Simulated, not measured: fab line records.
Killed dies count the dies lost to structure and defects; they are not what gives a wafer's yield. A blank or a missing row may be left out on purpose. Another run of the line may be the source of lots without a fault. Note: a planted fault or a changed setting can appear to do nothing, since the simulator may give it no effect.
Which of the tools did it? | flow sky130 | 36 wafers from 12 lots sampled at 5 of the route's 708 steps

WHAT EACH GAUGE READ, for each wafer
SKY_VT_ADJUST_NCORE_CD_MEAS_07 targets a cd of 380 nm. Usual: cd_nm 379.5 nm, standard deviation 2.3.
lot  | measured     | on        | cd_nm (nm)        | flag
L375 | day 8 22:39  | cd_sem-02 | 382.4 382.0 382.7 |
L376 | day 9 06:29  | cd_sem-02 | 376.2 375.1 379.2 |
L381 | day 10 22:27 | cd_sem-01 | 379.0 379.8 381.1 |
L382 | day 11 10:17 | cd_sem-01 | 378.0 378.8 380.7 |
L384 | day 12 11:29 | cd_sem-01 | 377.2 375.8 379.4 |
L388 | day 13 12:32 | cd_sem-02 | 379.5 377.7 379.1 |
L389 | day 13 14:02 | cd_sem-02 | 376.0 375.1 377.2 |
L390 | day 13 21:17 | cd_sem-01 | 383.3 385.4 384.4 |
L392 | day 14 12:11 | cd_sem-01 | 377.5 380.1 375.5 |
L393 | day 14 13:30 | cd_sem-01 | 376.6 378.5 377.5 |
L395 | day 15 03:45 | cd_sem-01 | 381.8 380.8 385.0 |
L396 | day 15 10:41 | cd_sem-02 | 376.8 378.2 381.0 |

SKY_LDD_HVP_OVL_MEAS_07. Usual: for LDD_HVP_OVL the level is -0.1 nm and the standard deviation is 1.5.
lot  | measured     | on         | LDD_HVP_OVL (nm) | flag
L375 | day 22 05:12 | overlay-01 | 0.3 -2.2 1.1     |
L376 | day 22 13:23 | overlay-02 | 0.1 -0.6 0.5     |
L381 | day 24 12:56 | overlay-02 | -1.3 -2.0 -0.7   |
L382 | day 25 09:23 | overlay-01 | 0.1 -1.0 -0.5    |
L384 | day 26 14:44 | overlay-01 | 0.1 1.2 0.0      |
L388 | day 27 14:50 | overlay-02 | -1.0 -0.6 -2.0   |
L389 | day 28 02:02 | overlay-02 | -1.0 -0.7 -0.2   |
L390 | day 28 05:29 | overlay-01 | -1.7 -0.1 -1.2   |
L392 | day 28 16:29 | overlay-01 | 0.9 0.9 0.7      |
L393 | day 28 18:58 | overlay-01 | -1.7 -1.4 -1.8   |
L395 | day 29 09:14 | overlay-02 | 1.4 1.3 2.6      |
L396 | day 29 15:53 | overlay-01 | -1.2 -2.0 -2.4   |

SKY_LDD_HVP_TW_MEAS_10. Usual: for LDD_HVP_TW the level is 455 and the standard deviation is 3.1.
lot  | measured     | on            | LDD_HVP_TW  | flag
L375 | day 22 05:29 | film_metro-02 | 456 457 458 |
L376 | day 22 13:40 | film_metro-03 | 450 455 453 |
L381 | day 24 13:13 | film_metro-03 | 450 450 455 |
L382 | day 25 09:40 | film_metro-02 | 470 470 471 | OFF
L384 | day 26 15:01 | film_metro-03 | 467 467 468 | OFF
L388 | day 27 15:08 | film_metro-04 | 462 460 463 |
L389 | day 28 02:19 | film_metro-02 | 457 455 456 |
L390 | day 28 05:46 | film_metro-03 | 453 455 452 |
L392 | day 28 16:46 | film_metro-03 | 451 453 452 |
L393 | day 28 19:16 | film_metro-02 | 455 454 458 |
L395 | day 29 09:32 | film_metro-04 | 460 459 461 |
L396 | day 29 16:11 | film_metro-02 | 457 454 455 |

WHAT TOOL EACH LOT RAN ON (gives the tool, then ch and the chambers of the sampled wafers, and finally the start)
lot  | SKY_VT_ADJUST_HVTR_STRIP_10          | SKY_LDD_HVP_IMPLANT_08
L375 | plasma_asher-03 ch 0,1, day 9 20:41  | implanter-04 ch 0, day 22 05:14
L376 | plasma_asher-03 ch 0,1, day 10 04:50 | implanter-01 ch 0, day 22 13:25
L381 | plasma_asher-02 ch 0,1, day 11 22:59 | implanter-01 ch 0, day 24 12:58
L382 | plasma_asher-03 ch 0,1, day 12 11:09 | implanter-01 ch 0, day 25 09:25
L384 | plasma_asher-04 ch 1, day 13 13:27   | implanter-01 ch 0, day 26 14:46
L388 | plasma_asher-03 ch 0,1, day 14 15:18 | implanter-04 ch 0, day 27 14:53
L389 | plasma_asher-02 ch 0,1, day 14 17:19 | implanter-02 ch 0, day 28 02:04
L390 | plasma_asher-04 ch 0,1, day 15 00:29 | implanter-02 ch 0, day 28 05:31
L392 | plasma_asher-04 ch 0,1, day 15 15:33 | implanter-02 ch 0, day 28 16:31
L393 | plasma_asher-02 ch 0,1, day 15 17:44 | implanter-04 ch 0, day 28 19:04
L395 | plasma_asher-04 ch 0,1, day 16 09:02 | implanter-01 ch 0, day 29 09:17
L396 | plasma_asher-04 ch 0,1, day 16 14:53 | implanter-01 ch 0, day 29 15:58
- SKY_VT_ADJUST_HVTR_STRIP_10: strips in O2/N2.
- SKY_LDD_HVP_IMPLANT_08

WHAT THE TOOLS THEMSELVES READ (means of the sampled wafers that have a number; where no wafer has one, the mark that the record gives instead)
SKY_VT_ADJUST_HVTR_STRIP_10. Usual: drypump_motor_current_A 5.6 A, standard deviation 0.32; oes_product_au 0.716 a.u., standard deviation 0.0046; strip_time_to_endpoint_s 14.19 s, standard deviation 0.039.
lot  | tool            | drypump_motor_current_A (A) | oes_product_au (a.u.) | strip_time_to_endpoint_s (s) | flag
L375 | plasma_asher-03 | 5.9                         | 0.714                 | 14.19                        |
L376 | plasma_asher-03 | 6.0                         | 0.716                 | 14.22                        |
L381 | plasma_asher-02 | 5.5                         | 0.714                 | 14.17                        |
L382 | plasma_asher-03 | 5.9                         | 0.720                 | 14.19                        |
L384 | plasma_asher-04 | 5.0                         | 0.716                 | 14.16                        |
L388 | plasma_asher-03 | 6.0                         | 0.712                 | 14.19                        |
L389 | plasma_asher-02 | 5.6                         | 0.719                 | 14.19                        |
L390 | plasma_asher-04 | 5.2                         | 0.715                 | 14.13                        |
L392 | plasma_asher-04 | 5.2                         | 0.715                 | 14.16                        |
L393 | plasma_asher-02 | 5.6                         | 0.718                 | 14.24                        |
L395 | plasma_asher-04 | 5.2                         | 0.718                 | 14.19                        |
L396 | plasma_asher-04 | 5.1                         | 0.715                 | 14.18                        |

SKY_LDD_HVP_IMPLANT_08. Usual: beam_energy_keV 20.000, standard deviation 0.0068; end_station_pressure_torr 5.08e-06 Torr, standard deviation 2.5e-07.
lot  | tool         | beam_energy_keV | end_station_pressure_torr (Torr) | flag
L375 | implanter-04 | 19.998          | 5.44e-06                         |
L376 | implanter-01 | 20.004          | 5.21e-06                         |
L381 | implanter-01 | 19.997          | 5.09e-06                         |
L382 | implanter-01 | 23.706          | 5.02e-06                         | OFF
L384 | implanter-01 | 23.705          | 5.17e-06                         | OFF
L388 | implanter-04 | 20.001          | 5.21e-06                         |
L389 | implanter-02 | 20.006          | 5.21e-06                         |
L390 | implanter-02 | 20.003          | 4.79e-06                         |
L392 | implanter-02 | 19.999          | 5.10e-06                         |
L393 | implanter-04 | 20.000          | 4.80e-06                         |
L395 | implanter-01 | 19.985          | 5.02e-06                         |
L396 | implanter-01 | 19.989          | 4.96e-06                         |

THE ANSWER, worked out from the rows above alone
Rule: a lot counts as off when the mean over its wafers that have a number is more than 3 standard deviations away from the usual mean. A lot without any number at a reading at which 4 lots or more have one is off too. All remaining lots with rows at the step are treated as sound. Order of review: gauges by route order, followed by the tools' own readings, for which a lot's mean as printed above is used. The first step at which some lot is off is used, and at that step the reading that is off furthest; a lot without a number counts as furthest.
Off: L382, L384, seen at SKY_LDD_HVP_TW_MEAS_10 (LDD_HVP_TW).
A tool fits if, at a process step before that reading, it ran every lot that is off, and no sound lot after the first of them. Not tried: the gauges at SKY_LDD_HVP_TW_MEAS_10; whatever is off there is also off at SKY_LDD_HVP_IMPLANT_08, on other tools, and gauge error can't account for it. Not one of the candidates tried fits.

WHAT THE SIMULATOR HAD INSERTED
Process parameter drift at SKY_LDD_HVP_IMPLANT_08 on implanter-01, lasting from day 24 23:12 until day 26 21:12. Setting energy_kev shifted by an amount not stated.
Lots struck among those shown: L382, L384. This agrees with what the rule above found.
